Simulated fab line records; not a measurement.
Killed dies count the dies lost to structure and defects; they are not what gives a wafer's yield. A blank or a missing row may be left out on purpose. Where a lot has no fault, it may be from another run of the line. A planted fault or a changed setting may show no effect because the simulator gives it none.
2 desks looking at one fault :: flow sky130 :: each desk holds nothing but its own numbers, with what lay behind them at the end

## AT THE METROLOGY DESK
What the gauges read, lot by lot, whatever tool the lot ran on: means of the sampled wafers that have a number. Marked OUT: a lot whose mean sits more than 4 standard deviations from the usual mean, which makes it out of limits; the brackets give that distance.
Columns: A = cd_nm at SKY_METAL3_CD_MEAS_13, usual 299.8 nm; B = METAL3_OVL at SKY_METAL3_OVL_MEAS_14, usual -3 nm
lot: L832
first seen here: day 38 21:24
A: 300.1
B: -0

lot: L842
first seen here: day 41 20:05
A: 298.8
B: -3

lot: L845
first seen here: day 42 14:47
A: 299.0
B: -2

lot: L849
first seen here: day 43 12:31
A: 298.3
B: -6

lot: L851
first seen here: day 44 11:22
A: 296.8
B: -7

lot: L854
first seen here: day 45 00:42
A: 300.8
B: -2
This desk's verdict: no lot among the 6 shows anything out of limits.

## THE TOOL OWNER'S DESK: rie_diel-01
The tool's own readings at SKY_METAL3_ETCH_17 (etches SiO2 in C4F8/O2/Ar, stops on TiN, time 3.9 s, target depth 15 nm): means of the sampled wafers that have a number, for each lot that ran on this tool. Marked OUT: a lot whose mean sits more than 4 standard deviations from the usual mean, which makes it out of limits; the brackets give that distance.
Columns: A = oes_product_au at SKY_METAL3_ETCH_17, usual 0.754 a.u.; B = rf_fwd_power_W at SKY_METAL3_ETCH_17, usual 1471 W
lot: L832
first seen here: day 38 21:49
A: 0.752
B: 1470

lot: L842
first seen here: day 41 20:22
A: 0.749
B: 1468

lot: L845
first seen here: day 42 15:04
A: 0.753
B: 1465
This desk's verdict: no lot among the 3 shows anything out of limits.

## ALL TOGETHER
Nothing out of limits was seen by the metrology desk.
The tool owner's desk saw nothing out of limits.

## WHAT HAD BEEN PUT IN BY THE SIMULATOR
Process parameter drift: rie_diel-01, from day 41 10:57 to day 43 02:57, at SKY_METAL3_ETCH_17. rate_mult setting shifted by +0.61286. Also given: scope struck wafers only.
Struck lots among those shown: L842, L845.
